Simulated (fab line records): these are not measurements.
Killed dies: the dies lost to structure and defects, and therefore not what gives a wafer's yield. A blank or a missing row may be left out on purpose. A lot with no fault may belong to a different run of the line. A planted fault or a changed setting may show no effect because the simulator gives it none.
Which tool did it? :: flow gf180mcu :: 11 lots with 33 wafers sampled at 5 steps, on a route of 602 steps

WHAT THE GAUGES SHOWED, per wafer
GF_CONTACT_OVL_MEAS_15. Usual: CONTACT_OVL -1 nm, standard deviation 6.5.
lot: L888
measured: day 16 00:25
on: overlay-02
CONTACT_OVL (nm): -5 -8 -3
flag: 

lot: L889
measured: day 16 13:34
on: overlay-02
CONTACT_OVL (nm): -14 -5 -7
flag: 

lot: L890
measured: day 16 23:13
on: overlay-02
CONTACT_OVL (nm): -1 -9 -7
flag: 

lot: L891
measured: day 17 02:52
on: overlay-02
CONTACT_OVL (nm): -15 -13 -15
flag: 

lot: L892
measured: day 17 19:41
on: overlay-02
CONTACT_OVL (nm): -5 -3 -4
flag: 

lot: L895
measured: day 18 21:10
on: overlay-02
CONTACT_OVL (nm): -13 -11 -5
flag: 

lot: L900
measured: day 20 19:55
on: overlay-01
CONTACT_OVL (nm): -7 -4 -6
flag: 

lot: L901
measured: day 21 00:43
on: overlay-01
CONTACT_OVL (nm): -1 1 6
flag: 

lot: L902
measured: day 21 07:49
on: overlay-01
CONTACT_OVL (nm): -8 -4 -2
flag: 

lot: L910
measured: day 23 17:07
on: overlay-01
CONTACT_OVL (nm): -2 -1 7
flag: 

lot: L911
measured: day 24 07:01
on: overlay-02
CONTACT_OVL (nm): 8 7 1
flag: 

GF_CONTACT_RS_MEAS_25: a four-point-probe measurement. Usual: CONTACT_W_RS 0.383 ohm/sq, standard deviation 0.0039.
lot: L888
measured: day 16 01:08
on: film-metro-01
CONTACT_W_RS (ohm/sq): 0.383 0.383 0.383
flag: 

lot: L889
measured: day 16 14:17
on: film-metro-03
CONTACT_W_RS (ohm/sq): 0.380 0.378 0.387
flag: 

lot: L890
measured: day 16 23:55
on: film-metro-04
CONTACT_W_RS (ohm/sq): 0.393 0.384 0.389
flag: 

lot: L891
measured: day 17 03:34
on: film-metro-01
CONTACT_W_RS (ohm/sq): 0.374 0.384 0.380
flag: 

lot: L892
measured: day 17 20:25
on: film-metro-04
CONTACT_W_RS (ohm/sq): 0.384 0.387 0.384
flag: 

lot: L895
measured: day 18 21:54
on: film-metro-03
CONTACT_W_RS (ohm/sq): 0.382 0.384 0.387
flag: 

lot: L900
measured: day 20 20:37
on: film-metro-04
CONTACT_W_RS (ohm/sq): 0.383 0.386 0.387
flag: 

lot: L901
measured: day 21 01:26
on: film-metro-01
CONTACT_W_RS (ohm/sq): 1.136 1.162 1.151 1.138 1.162 1.149
flag: OFF

lot: L902
measured: day 21 08:32
on: film-metro-01
CONTACT_W_RS (ohm/sq): 1.161 1.130 1.147 1.162 1.132 1.147
flag: OFF

lot: L910
measured: day 23 17:49
on: film-metro-01
CONTACT_W_RS (ohm/sq): 0.378 0.382 0.381
flag: 

lot: L911
measured: day 24 07:46
on: film-metro-03
CONTACT_W_RS (ohm/sq): 0.377 0.380 0.379
flag: 

GF_M1_RS_MEAS_05: a four-point-probe measurement. Usual: M1_ALCU_RS 0.0693 ohm/sq, standard deviation 0.00075.
lot: L888
measured: day 16 01:50
on: film-metro-01
M1_ALCU_RS (ohm/sq): 0.0698 0.0681 0.0697
flag: 

lot: L889
measured: day 16 14:59
on: film-metro-01
M1_ALCU_RS (ohm/sq): 0.0697 0.0692 0.0696
flag: 

lot: L890
measured: day 17 03:22
on: film-metro-03
M1_ALCU_RS (ohm/sq): 0.0712 0.0692 0.0704
flag: 

lot: L891
measured: day 17 05:26
on: film-metro-03
M1_ALCU_RS (ohm/sq): 0.0692 0.0695 0.0686
flag: 

lot: L892
measured: day 17 21:08
on: film-metro-01
M1_ALCU_RS (ohm/sq): 0.0681 0.0694 0.0683
flag: 

lot: L895
measured: day 18 22:51
on: film-metro-03
M1_ALCU_RS (ohm/sq): 0.0697 0.0702 0.0690
flag: 

lot: L900
measured: day 20 21:19
on: film-metro-02
M1_ALCU_RS (ohm/sq): 0.0692 0.0692 0.0683
flag: 

lot: L910
measured: day 23 18:31
on: film-metro-02
M1_ALCU_RS (ohm/sq): 0.0694 0.0699 0.0696
flag: 

lot: L911
measured: day 24 08:28
on: film-metro-01
M1_ALCU_RS (ohm/sq): 0.0700 0.0699 0.0687
flag: 

TOOL THAT RAN EACH LOT (tool first, then ch and the chambers of the sampled wafers, then the start)
lot: L888
GF_SAB_STRIP_13: plasma-asher-04 ch 0,1, day 15 01:22
GF_CONTACT_CVD_24: cvd-w-01 ch 0,1, day 16 01:01

lot: L889
GF_SAB_STRIP_13: plasma-asher-03 ch 0, day 15 14:11
GF_CONTACT_CVD_24: cvd-w-02 ch 0,1, day 16 14:10

lot: L890
GF_SAB_STRIP_13: plasma-asher-01 ch 0,1, day 15 23:17
GF_CONTACT_CVD_24: cvd-w-02 ch 0,1, day 16 23:48

lot: L891
GF_SAB_STRIP_13: plasma-asher-01 ch 0,1, day 16 03:52
GF_CONTACT_CVD_24: cvd-w-01 ch 0,1, day 17 03:28

lot: L892
GF_SAB_STRIP_13: plasma-asher-04 ch 0,1, day 16 15:25
GF_CONTACT_CVD_24: cvd-w-02 ch 0,1, day 17 20:18

lot: L895
GF_SAB_STRIP_13: plasma-asher-04 ch 0,1, day 17 19:41
GF_CONTACT_CVD_24: cvd-w-02 ch 0,1, day 18 21:47

lot: L900
GF_SAB_STRIP_13: plasma-asher-04 ch 0,1, day 19 18:39
GF_CONTACT_CVD_24: cvd-w-02 ch 0,1, day 20 20:31

lot: L901
GF_SAB_STRIP_13: plasma-asher-03 ch 0,1, day 19 22:16
GF_CONTACT_CVD_24: cvd-w-01 ch 0,1, day 21 01:20

lot: L902
GF_SAB_STRIP_13: plasma-asher-01 ch 0,1, day 20 06:44
GF_CONTACT_CVD_24: cvd-w-01 ch 0,1, day 21 08:25

lot: L910
GF_SAB_STRIP_13: plasma-asher-03 ch 0, day 22 16:13
GF_CONTACT_CVD_24: cvd-w-02 ch 0,1, day 23 17:43

lot: L911
GF_SAB_STRIP_13: plasma-asher-01 ch 0,1, day 23 07:11
GF_CONTACT_CVD_24: cvd-w-02 ch 0,1, day 24 07:39
- GF_SAB_STRIP_13: strips in O2/N2.
- GF_CONTACT_CVD_24: deposits W, target thk 300 nm, time 90.339 s.

AS READ BY THE TOOLS THEMSELVES (means over the sampled wafers that have a number; for cases with no such wafer, the mark the record gives instead)
GF_SAB_STRIP_13. Usual: drypump-motor-current-A 5.62 A, standard deviation 0.26; heater-power-w 376 W, standard deviation 36; o2-flow-sccm 3001 sccm, standard deviation 9.1; oes-product-au 0.709 a.u., standard deviation 0.0044; strip-time-to-endpoint-s 12.61 s, standard deviation 0.033.
lot: L888
tool: plasma-asher-04
drypump-motor-current-A (A): 5.61
heater-power-w (W): 405
o2-flow-sccm (sccm): 2998
oes-product-au (a.u.): 0.712
strip-time-to-endpoint-s (s): 12.62
flag: 

lot: L889
tool: plasma-asher-03
drypump-motor-current-A (A): 6.21
heater-power-w (W): 375
o2-flow-sccm (sccm): 3011
oes-product-au (a.u.): 0.709
strip-time-to-endpoint-s (s): 12.57
flag: 

lot: L890
tool: plasma-asher-01
drypump-motor-current-A (A): 5.44
heater-power-w (W): 333
o2-flow-sccm (sccm): 2991
oes-product-au (a.u.): 0.707
strip-time-to-endpoint-s (s): 12.60
flag: 

lot: L891
tool: plasma-asher-01
drypump-motor-current-A (A): 5.59
heater-power-w (W): 359
o2-flow-sccm (sccm): 3013
oes-product-au (a.u.): 0.704
strip-time-to-endpoint-s (s): 12.61
flag: 

lot: L892
tool: plasma-asher-04
drypump-motor-current-A (A): 5.59
heater-power-w (W): 407
o2-flow-sccm (sccm): 3005
oes-product-au (a.u.): 0.712
strip-time-to-endpoint-s (s): 12.69
flag: 

lot: L895
tool: plasma-asher-04
drypump-motor-current-A (A): 5.57
heater-power-w (W): 405
o2-flow-sccm (sccm): 3000
oes-product-au (a.u.): 0.709
strip-time-to-endpoint-s (s): 12.65
flag: 

lot: L900
tool: plasma-asher-04
drypump-motor-current-A (A): 5.59
heater-power-w (W): 414
o2-flow-sccm (sccm): 2999
oes-product-au (a.u.): 0.707
strip-time-to-endpoint-s (s): 12.61
flag: 

lot: L901
tool: plasma-asher-03
drypump-motor-current-A (A): 5.64
heater-power-w (W): 367
o2-flow-sccm (sccm): 3007
oes-product-au (a.u.): 0.709
strip-time-to-endpoint-s (s): 12.58
flag: 

lot: L902
tool: plasma-asher-01
drypump-motor-current-A (A): 5.45
heater-power-w (W): 335
o2-flow-sccm (sccm): 3008
oes-product-au (a.u.): 0.710
strip-time-to-endpoint-s (s): 12.62
flag: 

lot: L910
tool: plasma-asher-03
drypump-motor-current-A (A): 6.25
heater-power-w (W): 388
o2-flow-sccm (sccm): 3001
oes-product-au (a.u.): 0.713
strip-time-to-endpoint-s (s): 12.59
flag: 

lot: L911
tool: plasma-asher-01
drypump-motor-current-A (A): 5.45
heater-power-w (W): 334
o2-flow-sccm (sccm): 3006
oes-product-au (a.u.): 0.706
strip-time-to-endpoint-s (s): 12.67
flag: 

GF_CONTACT_CVD_24. Usual: heater-power-w reads 970 W (standard deviation 110).
lot: L888
tool: cvd-w-01
heater-power-w (W): 1019
flag: 

lot: L889
tool: cvd-w-02
heater-power-w (W): 835
flag: 

lot: L890
tool: cvd-w-02
heater-power-w (W): 916
flag: 

lot: L891
tool: cvd-w-01
heater-power-w (W): 1026
flag: 

lot: L892
tool: cvd-w-02
heater-power-w (W): 915
flag: 

lot: L895
tool: cvd-w-02
heater-power-w (W): 897
flag: 

lot: L900
tool: cvd-w-02
heater-power-w (W): 826
flag: 

lot: L901
tool: cvd-w-01
heater-power-w (W): 1033
flag: 

lot: L902
tool: cvd-w-01
heater-power-w (W): 1020
flag: 

lot: L910
tool: cvd-w-02
heater-power-w (W): 906
flag: 

lot: L911
tool: cvd-w-02
heater-power-w (W): 824
flag: 

THE ANSWER, worked out from the rows above alone
Rule: a lot is off if the mean of its wafers that have a number lies more than 3 standard deviations from the usual mean. Also off: a lot with no number at a reading for which 4 or more lots have one. Any other lot the step has rows for is counted as sound. After the gauges, taken in route order, come the tools' own readings; for these a lot's mean is taken, as printed above. At the first step where some lot is off, the reading lying furthest off is the one used; lots without a number count as furthest.
Off: L901, L902, seen at GF_CONTACT_RS_MEAS_25 (CONTACT_W_RS).
If a tool, at a process step before that reading, ran all the lots that are off and no sound lot after the first of them, it fits. The gauges at GF_CONTACT_RS_MEAS_25 are tried like those tools. One fits: GF_CONTACT_CVD_24 on cvd-w-01. A fault onset in the window from L891 (day 17 03:28, its last sound lot) to L901 (day 21 01:20, its first lot off) fits.

WHAT HAD BEEN PUT IN BY THE SIMULATOR
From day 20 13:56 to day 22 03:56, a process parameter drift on cvd-w-01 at GF_CONTACT_CVD_24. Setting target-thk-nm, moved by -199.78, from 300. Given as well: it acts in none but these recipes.
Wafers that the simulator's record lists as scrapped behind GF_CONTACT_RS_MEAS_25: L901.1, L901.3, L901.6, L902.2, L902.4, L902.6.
Lots struck among those shown: L901, L902. This agrees with what the rule above found.
